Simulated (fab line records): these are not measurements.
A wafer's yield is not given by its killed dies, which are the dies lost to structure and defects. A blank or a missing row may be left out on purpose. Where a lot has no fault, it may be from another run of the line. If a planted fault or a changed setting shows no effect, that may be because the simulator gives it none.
2 desks looking at one fault ; flow gf180mcu ; each desk holds nothing but its own numbers, with what lay behind them at the end

## TOOL OWNER'S DESK, plasma-asher-02
The tool's own readings at GF_HV_LDD_STRIP_22 (strips in O2/N2): means of the sampled wafers that have a number, for each lot that ran on this tool. If a lot's mean is further than 4 standard deviations from the usual mean, the lot is out of limits and carries the mark OUT (the distance appears in the brackets).
Columns: A = drypump-motor-current-A at GF_HV_LDD_STRIP_22, usual 5.6 A; B = heater-power-w at GF_HV_LDD_STRIP_22, usual 348 W; C = oes-product-au at GF_HV_LDD_STRIP_22, usual 0.716 a.u.; D = strip-time-to-endpoint-s at GF_HV_LDD_STRIP_22, usual 12.63 s
lot;first seen here;A;B;C;D
L248;day 11 03:14;5.9;348;0.713;12.58
L250;day 11 13:55;5.9;343;0.714;12.58
L256;day 13 14:17;5.6;354;0.717;12.63
L260;day 14 21:28;5.6;358;0.720;12.56
L261;day 15 04:32;6.1;336;0.958 (+53) OUT;-
L270;day 17 22:10;5.9;345;0.711;12.65
This desk's finding: out of limits on L261; first on L261, day 15 04:32 (oes-product-au at GF_HV_LDD_STRIP_22). L248, L250, L256, L260, L270 stayed within limits.

## FROM THE METROLOGY DESK
Means of the sampled wafers that have a number, per lot and without regard to the tool the lot ran on: this is what the gauges read. If a lot's mean is further than 4 standard deviations from the usual mean, the lot is out of limits and carries the mark OUT (the distance appears in the brackets).
Columns: A = LVPWELL_TW at GF_LVPWELL_TW_MEAS_11, usual 558.7; B = HV_LDD_3_TW at GF_HV_LDD_TW_MEAS_38, usual 1435; C = cd-nm at GF_SAB_CD_MEAS_09, usual 419.3 nm
lot;first seen here;A;B;C
L248;day 4 04:59;555.6;1425;418.9
L250;day 4 13:50;559.0;1446;422.6
L251;day 4 23:14;556.5;1442;419.2
L253;day 5 06:40;559.4;1437;417.9
L256;day 5 22:04;557.1;1439;421.9
L257;day 6 05:24;558.9;1442;417.2
L260;day 6 22:47;557.5;1434;418.6
L261;day 7 03:47;558.4;1138 (-43) OUT;-
L266;day 8 06:41;560.4;1436;418.2
L268;day 8 17:26;562.0;1441;419.4
L270;day 9 05:46;557.9;1435;418.3
This desk finds L261 out of limits, with the earliest case on L261 at day 16 03:20 (HV_LDD_3_TW at GF_HV_LDD_TW_MEAS_38). L248, L250, L251, L253, L256, L257, L260, L266, L268, L270 stayed within limits.

## TAKEN TOGETHER
At day 15 04:32, on L261, the tool owner's desk was in a position to raise an alarm.
Metrology desk: alarm possible at day 16 03:20 on L261.
On plasma-asher-02, each named lot ran GF_HV_LDD_STRIP_22.

## WHAT THE SIMULATOR HAD INSERTED
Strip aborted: plasma-asher-02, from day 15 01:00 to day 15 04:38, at GF_HV_LDD_STRIP_22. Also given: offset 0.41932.
Lots struck among those shown: L261.
Hours from the fault's start to each desk's first reading out of limits: the tool owner's desk, 4; the metrology desk, 26.
